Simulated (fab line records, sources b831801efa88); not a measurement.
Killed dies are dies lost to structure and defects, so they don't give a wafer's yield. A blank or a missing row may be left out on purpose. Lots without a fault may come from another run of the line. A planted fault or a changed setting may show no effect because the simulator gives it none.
fab line records | flow sky130
record lots=4 wafers=12 last_day=50
route steps=708 shown VIA2@527 METAL3@532 CAPM@537 PAD_OPEN@708
lots that met no fault: from a run of the same line without faults
start_h: hours from the record's first day to the start of the lot's first wafer shown | wait_h: hours since the lot's step before | " the same as in the row above | L1.1+2: a row that stands for several wafers | - no value, or no start given | * or withheld: withheld | < > ~ a bound
route shown NAME@n: a module of which the file shows steps, and the number in the route of the first | usual: mean/standard deviation of fault-free wafers | same: alike in all rows | chamber/n: place in a boat | sites: the reading at each site | _std_site: their standard deviation | _edge_site: outer sites' mean less inner sites' | radius_mm: how far each site lies from the wafer's centre | mask NAME#n: copy n | behind: the tool/chamber that last shaped the wafer | hold: why the lot was held/for how many hours/how that ended | device: the transistor (n, p or np) that didn't switch | end of line: the same wafers' tests at the end of the route | a step without rows: its recipe alone | killed: dies lost to structure and defects at the first sort, not the wafer's yield | map: a wafer's dies, x killed, . not, _ none there
set.NAME: the setting as run; set.NAME@STEP: as run at that earlier step | model.NAME: the simulator's own value behind a step, which no gauge read
lots at some steps of the route; a table a step, a row a wafer
services: from which hour (start_h, from the record's first day; less than 0 if before it) a tool's chamber was out of use, for how many hours, and why
## steps
# step SKY_VIA2_SPUTTER_20
# recipe material=TiN target_thk_nm=20 chamber_pressure_pa=5 power_w=4000 time_s=80
# step SKY_VIA2_CVD_21
# recipe material=W target_thk_nm=420 time_s=126.4 temp_c=400 pressure_torr=40
# step SKY_VIA2_CMP_24
# recipe stop_on=SiO2 t_overpolish_s=20 down_force_psi=3.5 platen_rpm=60 target_thk_nm=0 pad_velocity_m_s=0.94248
# step SKY_METAL3_SPUTTER_00
# recipe material=Ti target_thk_nm=15 power_w=3000 time_s=10 chamber_pressure_pa=0.4
# step SKY_METAL3_SPUTTER_01
# recipe material=TiN target_thk_nm=20 power_w=6500 time_s=16.7 chamber_pressure_pa=0.4
# step SKY_METAL3_SPUTTER_02
# recipe material=AlCu target_thk_nm=735 power_w=10600 time_s=39.1 chamber_pressure_pa=0.4
# step SKY_METAL3_SPUTTER_03
# recipe material=Ti target_thk_nm=5 power_w=3000 time_s=3.3 chamber_pressure_pa=0.4
# step SKY_METAL3_SPUTTER_04
# recipe material=TiN target_thk_nm=70 power_w=6500 time_s=58.3 chamber_pressure_pa=0.4
# step SKY_CAPM_CVD_00
# recipe material=SiO2 target_thk_nm=15.5 temp_c=400 time_s=withheld rf_w=450
# step SKY_CAPM_SPUTTER_02
# recipe material=TiN target_thk_nm=200 temp_c=300 power_w=6500 time_s=166.7 chamber_pressure_pa=0.4
# usual cathode_dc_power_W=6500.1/1.3 chamber_pressure_pa=0.4000/0.00085 substrate_temp_c=300.01/0.19 susceptor_temp_C=299.97/0.2 throttle_valve_pct=29.9/0.99
# columns lot.wafer tool chamber start_h wait_h cathode_dc_power_W chamber_pressure_pa substrate_temp_c susceptor_temp_C throttle_valve_pct model.TiN_of_CAPM_SPUTTER_02.thk_nm
L419.1 pvd_sputter-01 - 893.56 0.1 7880.4 0.4010 300.28 299.77 30.4 246
L419.4 " - " " 7878.7 0.3993 300.06 299.58 28.6 246.4
L419.6 " - " " 7882.1 0.3986 299.99 300.17 31.2 244.6
L420.1 pvd_sputter-01 - 901.43 0.1 7881.7 0.3991 300.16 299.77 28.6 246.9
L420.4 " - " " 7883.6 0.4000 300.00 299.88 30.9 246.5
L420.5 " - " " 7879.4 0.3989 299.92 299.91 28.6 246.1
L433.3 pvd_sputter-01 - 995.27 0.0 6499.5 0.4002 300.09 300.12 28.5 199.3
L433.4 " - " " 6501.2 0.3992 300.13 299.95 28.6 198.8
L433.6 " - " " 6500.7 0.3993 300.24 300.07 28.4 198.8
L435.2 pvd_sputter-01 - 998.49 0.0 6504.1 0.4004 300.06 300.07 31.6 202.2
L435.4 " - " " 6498.0 0.4003 299.98 299.98 28.3 201.5
L435.6 " - " " 6501.6 0.4018 300.10 300.14 30.2 201
# step SKY_CAPM_RS_MEAS_03
# recipe thk_meas_gauge=four-point-probe reads=TiN_of_CAPM_SPUTTER_02
# usual CAPM_TIN_RS=6.87/0.07
# columns lot.wafer tool chamber start_h wait_h CAPM_TIN_RS[ohm/sq]
L419.1 film_metro-04 - 893.68 0.1 5.59
L419.4 " - " " 5.59
L419.6 " - " " 5.63
L420.1 film_metro-04 - 901.54 0.1 5.58
L420.4 " - " " 5.57
L420.5 " - " " 5.58
L433.3 film_metro-02 - 995.42 0.1 6.91
L433.4 " - " " 6.93
L433.6 " - " " 6.94
L435.2 film_metro-04 - 998.62 0.1 6.83
L435.4 " - " " 6.86
L435.6 " - " " 6.88
# step SKY_CAPM_THK_MEAS_04
# recipe thk_meas_gauge=xrf reads=TiN_of_CAPM_SPUTTER_02
# usual CAPM_TIN_THK=201.4/2.3
# columns lot.wafer tool chamber start_h wait_h CAPM_TIN_THK[nm]
L419.1 film_metro-04 - 893.80 0.1 244.0
L419.4 " - " " 246.3
L419.6 " - " " 242.2
L420.1 film_metro-04 - 901.66 0.1 246.2
L420.4 " - " " 245.5
L420.5 " - " " 244.3
L433.3 film_metro-02 - 995.52 0.1 199.5
L433.4 " - " " 198.8
L433.6 " - " " 198.7
L435.2 film_metro-04 - 998.73 0.1 202.2
L435.4 " - " " 202.7
L435.6 " - " " 201.7
# step SKY_CAPM_DEHYDRATE_05
# recipe temp_c=200 time_s=60
# step SKY_CAPM_HMDS_06
# recipe prime_time_s=60 prime_temp_c=120
# step SKY_CAPM_COAT_07
# recipe resist=NOVOLAK spin_rpm=3000 resist_thk_nm=1140
# step SKY_CAPM_SOFTBAKE_08
# recipe temp_c=90 time_s=60 resist=NOVOLAK
# step SKY_CAPM_EXPOSE_09
# recipe mask_id=CAPM na=0.6 source_shape=conventional sigma_outer=0.6 polarization=unpolarized target_cd_nm=1000 dose_mj=159
# step SKY_CAPM_PEB_10
# recipe temp_c=withheld time_s=* resist=NOVOLAK
# step SKY_CAPM_DEVELOP_11
# recipe resist=NOVOLAK developer=TMAH develop_time_s=60 dev_temp_c=23
# step SKY_CAPM_METAL_ETCH_13
# recipe target_depth_nm=220 stop_on=SiO2 chemistry=Cl2/BCl3 target=TiN pressure_mtorr=10 icp_w=900 bias_w=48.5 Cl2_flow_sccm=60 bcl3_flow_sccm=30 time_s=62.9
# usual drypump_motor_current_A=6.02/0.21 oes_product_au=0.944/0.0073 throttle_valve_pct=21.900/0.0096
# columns lot.wafer tool chamber start_h wait_h drypump_motor_current_A oes_product_au rf_hours_counter_h throttle_valve_pct
L419.1 rie_metal-03 1 919.17 0.0 5.99 0.989 13 21.871
L419.4 " 1 " " 5.99 0.985 - 21.865
L419.6 " 0 " " 6.04 0.978 - 21.887
L420.1 rie_metal-03 1 925.74 0.0 5.96 0.994 13 21.872
L420.4 " 0 " " 6.02 0.980 - 21.878
L420.5 " 1 " " 5.97 1.003 - 21.883
L433.3 rie_metal-03 1 1018.32 0.0 5.92 0.936 - 21.889
L433.4 " 0 " " 6.08 0.939 - 21.900
L433.6 " 0 " " 6.05 0.939 - 21.888
L435.2 rie_metal-01 1 1021.45 0.0 6.17 0.933 19 21.891
L435.4 " 0 " " 5.52 0.947 - 21.886
L435.6 " 0 " " 5.50 0.936 - 21.883
# step SKY_CAPM_STRIP_14
# recipe chemistry=O2/N2 power_w=1400 pressure_mtorr=1500 platen_temp_c=withheld o2_flow_sccm=3000 n2_flow_sccm=300 overash_fraction=0.5
# step SKY_CAPM_STRIP_15
# recipe chemistry=post_etch_residue_remover time_s=1200 temp_c=72.5
# step SKY_CAPM_CLEAN_16
# recipe chemistry=IPA time_s=180 temp_c=25
# step SKY_CAPM_CLEAN_17
# recipe chemistry=O3/DIW dry=n2_spin
# step SKY_METAL3_DEHYDRATE_05
# recipe temp_c=200 time_s=60
# step SKY_METAL3_HMDS_06
# recipe prime_time_s=60 prime_temp_c=120
# step SKY_METAL3_COAT_07
# recipe resist=BARC temp_c=withheld time_s=withheld spin_rpm=3000 resist_thk_nm=60
# step SKY_METAL3_COAT_08
# recipe resist=KrF-thick spin_rpm=3000 resist_thk_nm=1140
# step SKY_METAL3_SOFTBAKE_09
# recipe temp_c=100 time_s=90 resist=KrF-thick
# step SKY_METAL3_EXPOSE_10
# recipe mask_id=MM3 na=0.68 source_shape=annular sigma_inner=0.4 sigma_outer=0.8 target_cd_nm=300 dose_mj=28
# step SKY_METAL3_PEB_11
# recipe peb_temp_c=withheld peb_time_s=withheld resist=KrF-thick
# step SKY_METAL3_DEVELOP_12
# recipe develop_time_s=60 resist=KrF-thick dev_temp_c=21
# step SKY_METAL3_DESCUM_15
# recipe chemistry=O2 source_power_w=150 bias_power_w=0 pressure_mtorr=10 temp_c=40 time_s=8
# step SKY_METAL3_ETCH_16
# recipe chemistry=N2/H2 target=BARC ion_energy_ev=200 bias_w=100 pressure_mtorr=30 n2_flow_sccm=100 h2_flow_sccm=200 icp_w=500 stop_on=SiO2 time_s=88.2 target_depth_a=600
# step SKY_METAL3_ETCH_17
# recipe target=SiO2 stop_on=TiN chemistry=C4F8/O2/Ar source_w=1500 bias_w=1200 pressure_mtorr=40 c4f8_flow_sccm=withheld O2_flow_sccm=6 Ar_flow_sccm=300 time_s=3.9 target_depth_a=150
# step SKY_METAL3_METAL_ETCH_18
# recipe target_depth_a=8450 stop_on=SiO2 over_etch_frac=0.3 time_s=183.1 chemistry=Cl2/BCl3 resist_sidewall_deg=88 pressure_mtorr=10 icp_w=900 bias_w=48.5 Cl2_flow_sccm=60 bcl3_flow_sccm=30
# step SKY_METAL3_STRIP_20
# recipe chemistry=post_etch_residue_remover time_s=1200 temp_c=72.5
# usual bath_heat_duty_pct=13.8/2.4
# columns lot.wafer tool chamber start_h wait_h bath_heat_duty_pct model.TiN_of_CAPM_SPUTTER_02.thk_nm
L419.1 wet_bench-04 1 945.50 0.1 9.6 245.2
L419.4 " 1 " " 10.1 245.6
L419.6 " 1 " " 9.5 243.7
L420.1 wet_bench-02 1 951.42 0.1 14.9 246
L420.4 " 1 " " 13.7 245.7
L420.5 " 1 " " 14.9 245.3
L433.3 wet_bench-04 3 1041.64 0.0 13.8 198.5
L433.4 " 3 " " 12.8 197.9
L433.6 " 3 " " 14.2 197.9
L435.2 wet_bench-02 0 1044.82 0.1 18.4 201.4
L435.4 " 0 " " 18.1 200.6
L435.6 " 0 " " 18.7 200.1
# step SKY_PAD_OPEN_PROBE_99
# usual defect_limited_yield=82.8/1.9 killed_at_M0_to_M3=42/6.9 killed_at_M4_up=3.2/1.7 killed_at_contacts=23/5.5 killed_at_front_end=16/4 killed_at_other=0.4/0.55 killed_dies=85/9.2 killed_on_rim=16/3.5 killed_open=46/6.8 killed_short=38/6.2
# same gross_dies=492 killed_at_back_side=0
# columns lot.wafer tool chamber start_h wait_h defect_limited_yield[%] killed_at_M0_to_M3 killed_at_M4_up killed_at_contacts killed_at_front_end killed_at_other killed_dies killed_on_rim killed_open killed_short model.etest.tester.sort_n_pass model.etest.met3.line_ohm_um model.etest.via3_chain.rc_ohm model.etest.tester.sort_yield_pct model.etest.tester.sort_bin_4_pct model.etest.met3.rs_ohm_sq model.etest.met3.rs_ohm_sq_rim_less_centre model.etest.tester.sort_bin_3_pct
L419.1 prober-01 - 1112.18 0.1 85.4 36 1 19 14 2 72 19 37 34 0 140.4 119.3 0 83.87 42.61 1.556 2.11
L419.4 prober-01 - 1112.33 0.2 80.3 50 0 31 15 1 97 14 63 33 0 135.9 112.7 0 78.73 41.37 0.5939 1.962
L419.6 prober-01 - 1112.43 0.2 83.7 36 2 28 14 0 80 17 50 30 0 124.3 111.1 0 82.08 37.82 -0.6587 2.472
L420.1 prober-02 - 1113.18 0.1 82.9 33 2 20 28 1 84 16 45 39 0 134.7 110.5 0 81.83 40.6 -7.484 1.703
L420.4 prober-02 - 1113.33 0.2 80.7 45 3 24 22 1 95 20 53 41 0 124.3 99.69 0 78.87 37.91 0.6091 3.038
L420.5 prober-02 - 1113.38 0.2 82.1 53 3 21 11 0 88 19 52 36 0 136.3 112 0 80.8 41.59 -5.045 2.738
L433.3 prober-01 - 1187.23 0.2 81.5 49 2 20 20 0 91 14 44 47 401 0.148 9.297 81.5 0 0.04387 -0.0002855 1.016
L433.4 prober-01 - 1187.28 0.2 80.5 50 5 24 17 0 96 25 57 39 396 0.1482 9.725 80.49 0 0.04385 0.0005853 0.4065
L433.6 prober-01 - 1187.38 0.2 82.1 45 4 20 19 0 88 14 51 37 404 0.1426 9.538 82.11 0 0.04322 0.0001732 0.6098
L435.2 prober-01 - 1190.18 0.1 84.6 39 3 20 14 0 76 10 50 26 416 0.1376 9.588 84.55 0 0.04258 -0.0002028 0.6098
L435.4 prober-01 - 1190.28 0.2 85.2 34 5 21 12 1 73 16 39 34 419 0.1405 9.631 85.16 0 0.04228 -0.0004128 0.813
L435.6 prober-01 - 1190.38 0.2 80.7 41 4 24 26 0 95 20 54 41 397 0.1402 9.269 80.69 0 0.04233 -0.0001136 1.016
# killed by level:class
L419.1 LI_CONTACT:geometric_particle:open=8 METAL1:geometric_particle:short=7 VIA3:geometric_particle:open=6 VIA1:geometric_particle:open=6 CONTACT:geometric_particle:open=4 METAL2:geometric_particle:short=4 VIA2:geometric_particle:open=4 FIELD_ISO:geometric_particle:short=3
L419.4 VIA1:geometric_particle:open=12 LI_CONTACT:geometric_particle:open=11 CONTACT:geometric_particle:open=11 VIA3:geometric_particle:open=7 VIA2:geometric_particle:open=7 FIELD_ISO:geometric_particle:short=5 VIA1:geometric_particle:short=5 FIELD_ISO:geometric_particle:open=4
L419.6 CONTACT:geometric_particle:open=13 METAL1:geometric_particle:short=10 VIA2:geometric_particle:open=8 LI_CONTACT:geometric_particle:open=7 POLY_GATE:geometric_particle:short=6 VIA1:geometric_particle:open=6 VIA3:geometric_particle:open=5 LOCAL_INTERCONNECT:geometric_particle:open=5
L420.1 VIA1:geometric_particle:open=9 FIELD_ISO:geometric_particle:short=8 POLY_GATE:geometric_particle:open=7 FIELD_ISO:geometric_particle:open=6 CONTACT:geometric_particle:open=6 VIA3:geometric_particle:open=5 LI_CONTACT:geometric_particle:short=4 LI_CONTACT:geometric_particle:open=4
L420.4 VIA1:geometric_particle:open=12 LI_CONTACT:geometric_particle:open=7 CONTACT:geometric_particle:open=7 METAL1:geometric_particle:short=7 FIELD_ISO:geometric_particle:open=6 CONTACT:geometric_particle:short=6 VIA3:geometric_particle:open=6 POLY_GATE:geometric_particle:short=5
L420.5 VIA1:geometric_particle:open=17 CONTACT:geometric_particle:open=8 METAL1:geometric_particle:short=7 METAL2:geometric_particle:short=7 VIA3:geometric_particle:open=6 LI_CONTACT:geometric_particle:open=6 FIELD_ISO:geometric_particle:open=5 VIA2:geometric_particle:open=4
L433.3 METAL1:geometric_particle:short=10 CONTACT:geometric_particle:open=7 VIA3:geometric_particle:open=7 VIA1:geometric_particle:open=6 VIA1:geometric_particle:short=6 FIELD_ISO:geometric_particle:open=5 LI_CONTACT:geometric_particle:open=5 METAL2:geometric_particle:short=5
L433.4 VIA1:geometric_particle:open=16 FIELD_ISO:geometric_particle:short=6 VIA2:geometric_particle:open=6 VIA3:geometric_particle:open=6 FIELD_ISO:geometric_particle:open=5 LI_CONTACT:geometric_particle:open=5 CONTACT:geometric_particle:open=5 VIA2:geometric_particle:short=5
L433.6 VIA2:geometric_particle:open=9 LI_CONTACT:geometric_particle:open=8 CONTACT:geometric_particle:open=8 METAL2:geometric_particle:short=7 VIA1:geometric_particle:open=6 FIELD_ISO:geometric_particle:open=5 POLY_GATE:geometric_particle:short=5 VIA3:geometric_particle:open=5
L435.2 CONTACT:geometric_particle:open=10 VIA3:geometric_particle:open=10 LI_CONTACT:geometric_particle:open=7 VIA2:geometric_particle:open=7 VIA1:geometric_particle:open=6 METAL1:geometric_particle:short=5 SPACER:geometric_particle:open=4 METAL2:geometric_particle:short=4
L435.4 CONTACT:geometric_particle:open=12 VIA3:geometric_particle:open=7 VIA2:geometric_particle:open=6 METAL2:geometric_particle:short=6 FIELD_ISO:geometric_particle:short=5 VIA2:geometric_particle:short=5 VIA1:geometric_particle:short=4 POLY_GATE:geometric_particle:open=3
L435.6 VIA1:geometric_particle:open=12 CONTACT:geometric_particle:open=9 LI_CONTACT:geometric_particle:open=8 FIELD_ISO:geometric_particle:open=7 POLY_GATE:geometric_particle:open=7 METAL2:geometric_particle:short=7 FIELD_ISO:geometric_particle:short=5 METAL3:geometric_particle:short=4
## services
# columns tool chamber start_h hours kind
pvd_sputter-01 - 878.48 3.2 repair
pvd_sputter-01 - 884.99 2.4 repair
rie_metal-03 - 947.86 15.6 pm
rie_metal-03 - 972.78 0.2 repair
rie_metal-03 0 1005.12 3.6 repair
## key
first_sign step=SKY_CAPM_SPUTTER_02 reading=cathode_dc_power_W direction=up sigmas=99+ usual=6500.1 struck=7881.0
effect step=SKY_CAPM_RS_MEAS_03 reading=CAPM_TIN_RS direction=down sigmas=18 usual=6.87 struck=5.59
effect step=SKY_CAPM_THK_MEAS_04 reading=CAPM_TIN_THK direction=up sigmas=19 usual=201.4 struck=244.7
effect step=SKY_CAPM_METAL_ETCH_13 reading=oes_product_au direction=up sigmas=6 usual=0.944 struck=0.988
model_effect step=SKY_CAPM_SPUTTER_02 value=TiN_of_CAPM_SPUTTER_02.thk_nm without=203.6 struck=246.1
model_effect step=SKY_METAL3_STRIP_20 value=TiN_of_CAPM_SPUTTER_02.thk_nm without=202.8 struck=245.2
model_effect step=SKY_PAD_OPEN_PROBE_99 value=etest.tester.sort_n_pass without=406 struck=0
met_at SKY_CAPM_SPUTTER_02
struck_wafers L419.1,L419.4,L419.6,L420.1,L420.4,L420.5
fault kind=process_parameter_drift tool=pvd_sputter-01 chamber=- onset_h=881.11 steps=SKY_CAPM_SPUTTER_02 channel=power_w offset=* shape=step end_h=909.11 acts_in=* stated=*
